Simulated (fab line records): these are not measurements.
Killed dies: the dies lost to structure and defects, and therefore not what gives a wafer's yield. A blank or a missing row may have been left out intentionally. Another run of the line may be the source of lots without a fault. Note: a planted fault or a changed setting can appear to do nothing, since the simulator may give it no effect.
Which tool did it? ; flow gf180mcu ; 33 wafers from 11 lots sampled at 6 of the route's 602 steps

WHAT THE GAUGES SHOWED, per wafer
GF_NWELL_TW_MEAS_11.
lot;measured;on;NWELL_TW
L776;day 3 11:59;film metro-02;1540 1538 1536
L778;day 4 01:28;film metro-02;1536 1541 1540
L780;day 4 11:39;film metro-03;1567 1569 1574
L781;day 4 16:12;film metro-03;1562 1563 1566
L785;day 5 14:30;film metro-02;1545 1543 1544
L787;day 6 01:34;film metro-02;1543 1541 1543
L791;day 6 22:23;film metro-02;1556 1555 1554
L793;day 7 11:08;film metro-02;1552 1550 1548
L794;day 7 14:58;film metro-04;1538 1541 1533
L796;day 8 01:13;film metro-04;1537 1543 1544
L798;day 8 11:32;film metro-03;1578 1580 1591

GF_MVSD_TW_MEAS_11.
lot;measured;on;MVSD_TW
L776;day 4 15:28;film metro-04;1539 1548 1541
L778;day 5 04:40;film metro-03;1576 1583 1574
L780;day 5 15:48;film metro-03;1579 1578 1586
L781;day 5 20:41;film metro-04;1551 1546 1547
L785;day 6 20:24;film metro-04;1546 1541 1538
L787;day 7 08:34;film metro-03;1593 1588 1589
L791;day 8 07:29;film metro-04;1536 1543 1541
L793;day 8 20:29;film metro-04;1536 1538 1536
L794;day 9 01:13;film metro-03;1590 1590 1591
L796;day 9 11:49;film metro-03;1602 1591 1594
L798;day 9 22:01;film metro-02;1565 1543 1548

GF_VT_IMPLANT_OVL_MEAS_29.
lot;measured;on;VT_IMPLANT_02_OVL (nm)
L776;day 7 02:11;overlay-02;-0.5 -1.1 0.5
L778;day 7 16:13;overlay-01;-0.1 1.8 0.7
L780;day 8 04:17;overlay-01;-1.9 -2.3 -3.7
L781;day 8 09:26;overlay-01;0.9 0.9 3.1
L785;day 9 14:27;overlay-02;-1.6 0.4 -3.4
L787;day 10 02:47;overlay-01;- - -
L791;day 11 05:56;overlay-02;-0.2 0.4 1.1
L793;day 11 21:53;overlay-02;1.6 -0.4 1.0
L794;day 12 02:31;overlay-01;-0.2 -2.2 -1.0
L796;day 12 13:20;overlay-02;-2.1 -1.7 -1.3
L798;day 13 02:50;overlay-01;0.6 0.2 0.9

GF_VT_IMPLANT_TW_MEAS_32.
lot;measured;on;VT_IMPLANT_3_TW
L776;day 7 02:29;film metro-01;264 264 262
L778;day 7 16:31;film metro-03;270 270 269
L780;day 8 04:44;film metro-04;263 262 264
L781;day 8 09:44;film metro-04;262 263 262
L785;day 9 14:45;film metro-03;270 271 272
L787;day 10 03:04;film metro-04;30 30 30
L791;day 11 06:15;film metro-03;270 269 270
L793;day 11 22:11;film metro-03;271 269 270
L794;day 12 02:49;film metro-04;264 263 261
L796;day 12 13:37;film metro-04;264 262 263
L798;day 13 03:08;film metro-04;261 263 262

WHICH TOOL RAN EACH LOT (tool, then ch and the chambers of the sampled wafers, then the start)
lot;GF_VT_IMPLANT_EXPOSE_26;GF_VT_IMPLANT_STRIP_31
L776;iline stepper-02 ch 0, day 6 18:22;plasma asher-01 ch 0,1, day 7 02:22
L778;iline stepper-02 ch 0, day 7 09:22;plasma asher-03 ch 0,1, day 7 16:25
L780;iline stepper-01 ch 0, day 7 21:09;plasma asher-01 ch 0,1, day 8 04:29
L781;iline stepper-02 ch 0, day 8 02:04;plasma asher-01 ch 0,1, day 8 09:38
L785;iline stepper-01 ch 0, day 9 05:45;plasma asher-04 ch 0,1, day 9 14:39
L787;iline stepper-02 ch 0, day 9 18:33;plasma asher-04 ch 0,1, day 10 02:58
L791;iline stepper-01 ch 0, day 10 21:03;plasma asher-03 ch 0,1, day 11 06:10
L793;iline stepper-02 ch 0, day 11 12:31;plasma asher-03 ch 0,1, day 11 22:05
L794;iline stepper-01 ch 0, day 11 17:11;plasma asher-03 ch 0,1, day 12 02:43
L796;iline stepper-02 ch 0, day 12 04:04;plasma asher-01 ch 0,1, day 12 13:31
L798;iline stepper-02 ch 0, day 12 17:10;plasma asher-04 ch 0,1, day 13 03:01
- GF_VT_IMPLANT_EXPOSE_26: exposes mask LVPWELL HV AREA, target cd 860 nm.
- GF_VT_IMPLANT_STRIP_31: strips in O2/N2.

AS READ BY THE TOOLS THEMSELVES (means over the sampled wafers that have a number; for cases with no such wafer, the mark the record gives instead)
GF_VT_IMPLANT_EXPOSE_26.
lot;tool;focus offset nm (nm)
L776;iline stepper-02;0.1
L778;iline stepper-02;0.2
L780;iline stepper-01;-0.4
L781;iline stepper-02;-0.2
L785;iline stepper-01;0.2
L787;iline stepper-02;0.4
L791;iline stepper-01;-0.4
L793;iline stepper-02;0.6
L794;iline stepper-01;0.0
L796;iline stepper-02;-0.2
L798;iline stepper-02;0.1

GF_VT_IMPLANT_STRIP_31.
lot;tool;drypump motor current A (A);heater power w (W);n2 flow sccm (sccm);oes product au (a.u.);platen temp c (C);strip time to endpoint s (s)
L776;plasma asher-01;5.3;358;300.4;0.715;250.10;12.66
L778;plasma asher-03;6.4;354;299.6;0.716;250.13;12.63
L780;plasma asher-01;5.5;338;299.9;0.717;249.93;12.62
L781;plasma asher-01;5.4;342;300.0;0.717;249.97;12.67
L785;plasma asher-04;5.6;320;299.3;0.718;249.91;12.66
L787;plasma asher-04;5.5;319;300.1;0.715;249.94;12.62
L791;plasma asher-03;6.6;366;300.4;0.715;250.00;12.64
L793;plasma asher-03;6.4;359;299.2;0.710;250.21;12.65
L794;plasma asher-03;6.4;352;300.8;0.713;250.03;12.64
L796;plasma asher-01;5.3;357;299.0;0.713;249.96;12.62
L798;plasma asher-04;5.5;321;299.6;0.716;250.10;12.60

THE ANSWER, worked out from the rows above alone
Rule: the lots themselves supply what counts as usual. The widest of any qualifying gaps counts: lots, ordered by their means at a reading, are off when they make up no more than a third of the lots, leave a main group of 4 or more, and stand apart from it by 3 or more times the standard deviation of that group's means. Not used: any main group whose means are identical at the precision the tables above print for the reading. Also off: a lot with no number at a reading for which 4 or more lots have one. Any other lot the step has rows for is counted as sound. The gauges are gone through in route order, then the tools' own readings, and for those a lot's mean is taken as printed above. The first step at which some lot is off is used, and at that step the reading that is off furthest; a lot without a number counts as furthest.
Off: L787, at GF_VT_IMPLANT_OVL_MEAS_29 (VT_IMPLANT_02_OVL). Without a number there: L787. Mean -0.3 nm and standard deviation 1.3 in the main group.
A tool fits if, at a process step before that reading, it ran every lot that is off, and no sound lot after the first of them. Not tried: the gauges at GF_VT_IMPLANT_OVL_MEAS_29; whatever is off there is also off at GF_VT_IMPLANT_TW_MEAS_32, on other tools, and gauge error can't account for it. Not one of the candidates tried fits.

WHAT THE SIMULATOR HAD PUT IN
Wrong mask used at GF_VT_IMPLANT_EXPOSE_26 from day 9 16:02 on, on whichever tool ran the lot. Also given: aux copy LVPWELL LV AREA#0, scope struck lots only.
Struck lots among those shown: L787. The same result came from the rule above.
